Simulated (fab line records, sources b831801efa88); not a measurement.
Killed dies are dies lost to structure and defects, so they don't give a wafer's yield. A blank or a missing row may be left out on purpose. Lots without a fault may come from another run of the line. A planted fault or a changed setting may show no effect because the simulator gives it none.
A struck lot beside a sound one | flow sky130 | 23 steps out of a route of 708
Sound: wafers L482.4, L482.5, L482.6. Struck: wafers L490.2, L490.5, L490.6. The cause comes at the end.
At each step with rows: each side's tool, then ch and its chambers, then its first start. Under that, the readings that differ: sound wafers | struck wafers | difference of the means | sigmas: that difference in standard deviations of wafers without a fault.
alike: readings whose means differ by less than 2 such deviations, and words and numbers that are the same on both sides. not compared: withheld readings, readings that some wafer has no value for, bounds like >300 that may hide the same value, and numbers for which the record gives no deviation and whose values overlap.
The two part at a step that has a row with sigmas, a row that says differs or no value, or rows on one side only. Numbers that don't overlap but have no deviation are shown without sigmas and don't part them. A reading that every wafer of one side lacks parts them only if that side has two wafers or more.

first, 8 steps without rows for these wafers: SKY_LDD_N_IMPLANT_08; SKY_LDD_N_IMPLANT_09; SKY_LDD_N_IMPLANT_10; SKY_LDD_N_IMPLANT_11; SKY_LDD_N_IMPLANT_12; SKY_LDD_N_IMPLANT_13; SKY_LDD_N_IMPLANT_14; SKY_LDD_N_IMPLANT_15.
SKY_LDD_N_STRIP_16: strips in O2/N2.
  sound on plasma_asher-01 ch 0,1, day 19 18:27; struck on plasma_asher-03 ch 0,1, day 23 00:20
  alike: drypump_motor_current_A, oes_product_au, strip_time_to_endpoint_s
  not compared: rf_hours_counter_h
SKY_LDD_N_TW_MEAS_17:
  sound on film_metro-03, day 19 18:33; struck on film_metro-02, day 23 00:27
  reading  | sound          | struck         | difference | sigmas
  LDD_N_TW | 2636 2638 2641 | 2587 2587 2580 | -54        | -3
then, 2 steps without rows for these wafers: SKY_LDD_P_DEHYDRATE_00 (time 60 s); SKY_LDD_P_HMDS_01 (prime time 60 s).
SKY_LDD_P_COAT_02: resist thk 1140 nm.
  sound on litho_track-02 ch 0, day 20 08:19; struck on litho_track-03 ch 0, day 23 14:47
  reading                                    | sound                | struck               | difference | sigmas
  spin_speed_rpm (rpm)                       | 3000.2 2996.1 2998.5 | 2913.5 2912.1 2915.1 | -84.7      | -42
  model.NOVOLAK_of_LDD_P_COAT_02.thk_nm (nm) | 1147 1147 1145       | 1150 1154 1149       | +5         |
then, 3 steps without rows for these wafers: SKY_LDD_P_SOFTBAKE_03 (time 60 s); SKY_LDD_P_EXPOSE_04 (exposes mask PSDM, target cd 380 nm); SKY_LDD_P_PEB_05.
SKY_LDD_P_DEVELOP_06: develop time 60 s.
  sound on litho_track-03 ch 0, day 21 00:35; struck on litho_track-03 ch 0, day 24 05:14
  reading                                    | sound          | struck         | difference | sigmas
  model.NOVOLAK_of_LDD_P_COAT_02.thk_nm (nm) | 1146 1147 1145 | 1150 1153 1148 | +4         |
SKY_LDD_P_CD_MEAS_07: target cd 380 nm.
  sound on cd_sem-01, day 21 00:44; struck on cd_sem-02, day 24 05:23
  reading    | sound       | struck      | difference | sigmas
  cd_nm (nm) | 381 381 380 | 371 373 375 | -8         | -2
SKY_LDD_P_OVL_MEAS_08:
  sound on overlay-02, day 21 00:49; struck on overlay-02, day 24 05:29
  reading        | sound         | struck      | difference | sigmas
  LDD_P_OVL (nm) | -1.1 1.9 -1.2 | 1.8 3.1 4.3 | +3.2       | +2
then, 1 step without rows for these wafers: SKY_LDD_P_IMPLANT_09.
SKY_LDD_P_STRIP_10: strips in O2/N2.
  sound on plasma_asher-03 ch 0,1, day 21 01:01; struck on plasma_asher-01 ch 0,1, day 24 05:40
  alike: drypump_motor_current_A, oes_product_au, strip_time_to_endpoint_s
  not compared: rf_hours_counter_h
SKY_LDD_P_TW_MEAS_11:
  sound on film_metro-02, day 21 01:06; struck on film_metro-02, day 24 05:47
  alike: LDD_P_TW
-- the record jumps here: 25 days lie between the struck wafers' starts before and after (it left off in module LDD_P and takes up again in module PAD_OPEN, whose first step shown is number 708 of the route) --
SKY_PAD_OPEN_PROBE_99:
  the record has rows for the struck wafers here (prober-02, day 49 07:43) and none for the sound ones

WHERE THEY PART
First at SKY_LDD_N_TW_MEAS_17; last, within this record, at SKY_PAD_OPEN_PROBE_99.

WHY: what the simulator had put in
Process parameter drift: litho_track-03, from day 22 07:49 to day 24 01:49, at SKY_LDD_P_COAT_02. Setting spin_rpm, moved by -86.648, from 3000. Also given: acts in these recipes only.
